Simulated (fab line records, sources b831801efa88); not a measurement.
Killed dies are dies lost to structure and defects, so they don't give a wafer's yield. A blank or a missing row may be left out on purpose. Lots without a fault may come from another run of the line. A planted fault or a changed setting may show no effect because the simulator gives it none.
Chamber matching | flow gf180mcu | GF_V1_CMP_04 on cmp-02: 4 sister chambers
The step polishes SiO2. 4 wafers are shown with their chamber, then 9 later ones without.

WAFERS WITH THEIR CHAMBER
wafer  | chamber | motor_current_A (A)
L164.1 | 1       | 12.8
L164.4 | 2       | 13.1
L165.4 | 0       | 11.4
L165.5 | 3       | 9.8

WAFERS WITHOUT THEIR CHAMBER
wafer  | motor_current_A (A)
L176.1 | 11.0
L176.4 | 12.5
L176.5 | 13.9
L177.3 | 10.4
L177.5 | 11.5
L177.6 | 13.2
L178.2 | 11.9
L178.5 | 12.8
L178.6 | 12.1

WHICH CHAMBER EACH WENT THROUGH
wafer  | from the rows above          | in truth
L176.1 | can't be placed: 0 or 3      | 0
L176.4 | can't be placed: 1 or 2 or 0 | 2
L176.5 | can't be placed: 2 or 1      | 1
L177.3 | can't be placed: 3 or 0      | 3
L177.5 | 0                            | 0
L177.6 | can't be placed: 2 or 1      | 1
L178.2 | can't be placed: 0 or 1 or 2 | 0
L178.5 | can't be placed: 1 or 2      | 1
L178.6 | can't be placed: 0 or 1 or 2 | 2
Placed correctly: 1 of 9. Can't be placed from these rows: 8 (the true chamber is among the candidates in 8). Placed wrongly: 0.
How it was worked out, from the rows above alone: a wafer's distance from a chamber is the root of the sum, over the readings, of the square of ((its reading less the chamber's mean) divided by the reading's scatter). The wafer belongs to the nearest chamber; if the next one is less than 2 further off, it can't be placed. A chamber's mean is the mean of its shown wafers. The scatter: with one shown wafer a chamber, the root of the mean of the squares of how far each hidden wafer lies from its nearest shown one.
